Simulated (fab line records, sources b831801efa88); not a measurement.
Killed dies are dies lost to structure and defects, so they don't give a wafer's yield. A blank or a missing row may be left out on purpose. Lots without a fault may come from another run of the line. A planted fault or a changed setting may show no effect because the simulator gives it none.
Which tool did it? | flow sky130 | 24 lots, 72 wafers sampled, at 6 steps of a route of 708

WHAT THE GAUGES READ, wafer by wafer
SKY_FIELD_ISO_CD_MEAS_13: target cd 150 nm. Usual: cd_nm 149.9 nm, standard deviation 1.6.
lot  | measured    | on        | cd_nm (nm)        | flag
L074 | day 2 06:59 | cd_sem-02 | 147.0 147.7 149.5 |
L075 | day 2 10:56 | cd_sem-02 | 149.1 150.1 149.0 |
L076 | day 2 16:04 | cd_sem-02 | 149.0 149.0 148.9 |
L077 | day 2 22:02 | cd_sem-02 | 151.5 151.9 151.0 |
L078 | day 3 01:23 | cd_sem-02 | 152.3 152.4 150.5 |
L079 | day 3 05:56 | cd_sem-02 | 151.6 151.5 151.0 |
L080 | day 3 10:59 | cd_sem-02 | 151.8 151.4 151.9 |
L081 | day 3 18:59 | cd_sem-01 | 147.8 147.0 146.2 |
L082 | day 3 21:52 | cd_sem-02 | 148.2 149.2 148.8 |
L083 | day 4 02:56 | cd_sem-02 | 149.2 150.5 150.0 |
L084 | day 4 09:14 | cd_sem-01 | 147.7 147.4 148.1 |
L085 | day 4 14:28 | cd_sem-01 | 152.2 151.9 150.6 |
L086 | day 4 19:17 | cd_sem-02 | 148.8 150.5 149.8 |
L087 | day 4 23:48 | cd_sem-01 | 149.4 150.8 150.2 |
L088 | day 5 05:44 | cd_sem-01 | 148.8 150.0 147.9 |
L089 | day 5 11:45 | cd_sem-02 | 146.7 147.5 148.3 |
L090 | day 5 15:47 | cd_sem-01 | 149.9 150.6 149.7 |
L091 | day 5 20:22 | cd_sem-01 | 153.0 152.1 151.4 |
L092 | day 6 01:13 | cd_sem-01 | 149.4 151.7 149.6 |
L093 | day 6 10:16 | cd_sem-02 | 149.7 148.0 148.6 |
L094 | day 6 17:56 | cd_sem-02 | 149.9 150.3 150.2 |
L095 | day 6 22:18 | cd_sem-02 | 150.1 150.6 150.8 |
L096 | day 7 03:01 | cd_sem-01 | 149.9 150.1 149.2 |
L097 | day 7 05:59 | cd_sem-01 | 148.8 151.5 149.5 |

SKY_VT_ADJUST_HVTP_CD_MEAS_07: target cd 380 nm. Usual: cd_nm 378.8 nm, standard deviation 2.7.
lot  | measured     | on        | cd_nm (nm)        | flag
L074 | day 6 03:16  | cd_sem-02 | 378.5 375.7 379.9 |
L075 | day 6 09:20  | cd_sem-02 | 380.4 380.6 381.4 |
L076 | day 6 17:49  | cd_sem-01 | 373.6 374.9 376.1 |
L077 | day 6 23:52  | cd_sem-01 | 378.9 382.0 379.4 |
L078 | day 7 04:32  | cd_sem-02 | 377.7 378.7 376.5 |
L079 | day 7 07:33  | cd_sem-01 | 381.7 382.4 383.1 |
L080 | day 7 17:19  | cd_sem-02 | 375.4 374.2 374.9 |
L081 | day 8 00:28  | cd_sem-02 | 380.2 377.7 381.9 |
L082 | day 8 02:13  | cd_sem-01 | 379.9 382.7 382.4 |
L083 | day 8 07:59  | cd_sem-02 | 379.8 381.7 378.9 |
L084 | day 8 15:47  | cd_sem-01 | 375.9 376.6 377.5 |
L085 | day 9 00:16  | cd_sem-02 | 378.9 376.3 375.2 |
L086 | day 9 03:05  | cd_sem-02 | 378.3 377.6 378.0 |
L087 | day 9 10:29  | cd_sem-02 | 381.7 380.8 382.1 |
L088 | day 9 19:52  | cd_sem-01 | 375.2 373.6 374.1 |
L089 | day 10 05:20 | cd_sem-01 | 381.6 379.9 380.1 |
L090 | day 10 11:56 | cd_sem-01 | 380.7 379.4 379.9 |
L091 | day 10 12:01 | cd_sem-02 | 377.6 379.9 379.7 |
L092 | day 10 15:22 | cd_sem-01 | 378.8 375.9 381.5 |
L093 | day 11 02:34 | cd_sem-02 | 382.6 381.6 386.0 |
L094 | day 11 10:55 | cd_sem-01 | 379.2 378.3 377.9 |
L095 | day 11 19:26 | cd_sem-02 | 379.5 378.3 377.4 |
L096 | day 12 02:43 | cd_sem-01 | 375.5 376.0 375.1 |
L097 | day 12 10:10 | cd_sem-02 | 381.3 379.5 380.1 |

SKY_VT_ADJUST_LVTN_TW_MEAS_10. Usual: VT_ADJUST_LVTN_TW 241, standard deviation 3.5.
lot  | measured     | on            | VT_ADJUST_LVTN_TW | flag
L074 | day 6 22:57  | film_metro-02 | 236 237 236       |
L075 | day 7 05:48  | film_metro-02 | 238 238 238       |
L076 | day 7 14:01  | film_metro-03 | 241 241 241       |
L077 | day 7 19:55  | film_metro-03 | 241 241 241       |
L078 | day 8 01:10  | film_metro-04 | 246 246 246       |
L079 | day 8 03:22  | film_metro-03 | 241 242 242       |
L080 | day 8 14:44  | film_metro-04 | 246 247 246       |
L081 | day 8 21:55  | film_metro-04 | 246 246 245       |
L082 | day 9 00:13  | film_metro-03 | 241 241 239       |
L083 | day 9 05:49  | film_metro-03 | 240 241 242       |
L084 | day 9 13:26  | film_metro-04 | 246 244 245       |
L085 | day 9 23:19  | film_metro-04 | 245 244 244       |
L086 | day 10 01:52 | film_metro-02 | 237 238 237       |
L087 | day 10 09:26 | film_metro-02 | 238 236 236       |
L088 | day 10 18:55 | film_metro-03 | 240 242 240       |
L089 | day 11 04:41 | film_metro-04 | 246 246 246       |
L090 | day 11 11:31 | film_metro-03 | 240 241 240       |
L091 | day 11 11:40 | film_metro-02 | 237 237 237       |
L092 | day 11 15:16 | film_metro-02 | 236 237 236       |
L093 | day 12 02:42 | film_metro-04 | 247 246 246       |
L094 | day 12 11:54 | film_metro-03 | 240 241 240       |
L095 | day 12 19:44 | film_metro-03 | 242 240 241       |
L096 | day 13 03:02 | film_metro-03 | 242 242 241       |
L097 | day 13 11:21 | film_metro-02 | 238 236 238       |

SKY_VT_ADJUST_NCORE_OVL_MEAS_08. Usual: VT_ADJUST_NCORE_OVL 0.3 nm, standard deviation 1.3.
lot  | measured     | on         | VT_ADJUST_NCORE_OVL (nm) | flag
L074 | day 8 14:41  | overlay-01 | 1.4 2.7 0.4              |
L075 | day 8 22:44  | overlay-02 | 1.0 1.1 0.9              |
L076 | day 9 06:43  | overlay-02 | -1.8 -0.6 0.0            |
L077 | day 9 13:34  | overlay-02 | 0.0 1.9 1.4              |
L078 | day 9 20:39  | overlay-02 | 1.8 0.7 0.9              |
L079 | day 9 23:52  | overlay-02 | 1.9 0.4 -1.0             |
L080 | day 10 10:37 | overlay-01 | 0.4 1.9 1.9              |
L081 | day 10 17:01 | overlay-02 | 2.0 0.1 0.0              |
L082 | day 10 20:09 | overlay-02 | -0.2 0.3 -0.7            |
L083 | day 11 01:39 | overlay-02 | -0.6 0.1 -2.3            |
L084 | day 11 10:43 | overlay-01 | -0.2 2.5 0.0             |
L085 | day 11 21:07 | overlay-02 | 0.0 1.4 -2.3             |
L086 | day 12 00:14 | overlay-02 | -2.1 0.6 -1.4            |
L087 | day 12 08:15 | overlay-02 | 0.1 0.2 -0.9             |
L088 | day 12 19:00 | overlay-02 | 1.1 -0.6 0.1             |
L089 | day 13 04:04 | overlay-01 | 0.5 -2.2 -0.7            |
L090 | day 13 12:49 | overlay-02 | -0.5 -0.3 0.1            |
L091 | day 13 12:56 | overlay-02 | 1.0 2.5 0.8              |
L092 | day 13 16:20 | overlay-01 | 3.6 1.4 0.1              |
L093 | day 14 04:05 | overlay-01 | -0.7 0.8 -1.0            |
L094 | day 14 14:06 | overlay-02 | -0.9 -0.4 -0.1           |
L095 | day 14 22:25 | overlay-02 | 1.4 2.3 1.5              |
L096 | day 15 07:03 | overlay-01 | 1.5 -1.1 -1.9            |
L097 | day 15 15:47 | overlay-02 | 3.1 2.2 1.9              |

SKY_GATE_OXIDE_TW_MEAS_14. Usual: GATE_OXIDE_TW 222.9, standard deviation 1.7.
lot  | measured     | on            | GATE_OXIDE_TW     | flag
L074 | day 13 19:42 | film_metro-01 | 224.3 223.5 223.2 |
L075 | day 14 06:04 | film_metro-01 | 222.6 224.4 223.8 |
L076 | day 14 14:29 | film_metro-03 | 223.4 224.8 224.1 |
L077 | day 15 01:01 | film_metro-02 | 220.2 220.4 219.4 |
L078 | day 15 08:41 | film_metro-01 | 222.8 223.5 223.3 |
L079 | day 15 14:34 | film_metro-03 | 222.9 223.1 222.9 |
L080 | day 16 04:36 | film_metro-01 | 224.3 224.5 224.6 |
L081 | day 16 12:20 | film_metro-02 | 221.1 222.2 222.1 |
L082 | day 16 17:42 | film_metro-01 | 225.6 225.2 223.7 |
L083 | day 16 18:41 | film_metro-01 | 224.5 224.5 224.5 |
L084 | day 17 08:11 | film_metro-01 | 223.2 223.4 224.4 |
L085 | day 17 18:03 | film_metro-02 | 221.4 220.0 220.4 |
L086 | day 17 21:59 | film_metro-03 | 222.0 221.4 221.5 |
L087 | day 18 07:14 | film_metro-02 | 221.0 220.3 219.8 |
L088 | day 18 20:05 | film_metro-01 | 222.4 224.2 223.7 |
L089 | day 19 06:44 | film_metro-01 | 222.6 222.7 224.1 |
L090 | day 19 19:00 | film_metro-01 | 224.8 222.1 222.8 |
L091 | day 19 19:10 | film_metro-02 | 218.3 219.5 218.9 |
L092 | day 20 00:03 | film_metro-01 | 224.3 224.1 224.4 |
L093 | day 20 13:07 | film_metro-03 | 223.1 222.8 223.6 |
L094 | day 21 00:49 | film_metro-01 | 224.9 225.6 224.6 |
L095 | day 21 12:10 | film_metro-03 | 225.0 225.4 223.4 |
L096 | day 21 19:46 | film_metro-02 | 220.3 219.4 221.0 |
L097 | day 22 07:10 | film_metro-03 | 223.7 222.9 222.2 |

SKY_CONTACT_OVL_MEAS_15. Usual: CONTACT_OVL 2 nm, standard deviation 5.2.
lot  | measured     | on         | CONTACT_OVL (nm) | flag
L074 | day 31 14:35 | overlay-01 | -1 2 3           |
L075 | day 32 01:06 | overlay-01 | -6 -2 -2         |
L076 | day 32 09:13 | overlay-02 | 2 -7 -4          |
L077 | day 32 23:52 | overlay-01 | 7 3 0            |
L078 | day 33 01:37 | overlay-01 | 0 -8 -2          |
L079 | day 33 10:49 | overlay-02 | 1 9 5            |
L080 | day 33 19:22 | overlay-02 | -2 -2 -1         |
L081 | day 34 01:58 | overlay-01 | 5 1 5            |
L082 | day 34 05:47 | overlay-02 | -3 -7 -12        |
L083 | day 34 13:56 | overlay-01 | 8 6 5            |
L084 | day 34 22:41 | overlay-01 | -5 1 7           |
L085 | day 35 11:29 | overlay-02 | 2 2 3            |
L086 | day 35 12:54 | overlay-01 | 5 5 10           |
L087 | day 35 18:39 | overlay-02 | 2 4 8            |
L088 | day 36 07:48 | overlay-01 | -4 1 4           |
L089 | day 36 14:32 | overlay-02 | -7 -5 -4         |
L090 | day 36 23:43 | overlay-01 | 1 6 1            |
L091 | day 37 03:22 | overlay-01 | -3 1 2           |
L092 | day 37 04:23 | overlay-01 | 7 5 6            |
L093 | day 37 15:17 | overlay-01 | 12 2 9           |
L094 | day 37 22:30 | overlay-01 | 2 3 2            |
L095 | day 38 11:22 | overlay-02 | 5 4 6            |
L096 | day 38 15:24 | overlay-02 | 4 3 -8           |
L097 | day 39 04:20 | overlay-02 | 5 -3 2           |

WHICH TOOL RAN EACH LOT (tool, then ch and the chambers of the sampled wafers, then the start)
The record holds no process step before these readings.

WHAT THE TOOLS THEMSELVES READ (means of the sampled wafers that have a number; where no wafer has one, the mark that the record gives instead)
The record holds no such reading with a usual standard deviation.

THE ANSWER, worked out from the rows above alone
Rule: a lot is off if the mean of its wafers that have a number lies more than 3 standard deviations from the usual mean. A lot without any number at a reading at which 4 lots or more have one is off too. The other lots that the step has rows for count as sound. The gauges are gone through in route order, then the tools' own readings, and for those a lot's mean is taken as printed above. The first step at which some lot is off is used, and at that step the reading that is off furthest; a lot without a number counts as furthest.
No lot is off at any reading shown: from this, nothing can be told.

WHAT THE SIMULATOR HAD PUT IN
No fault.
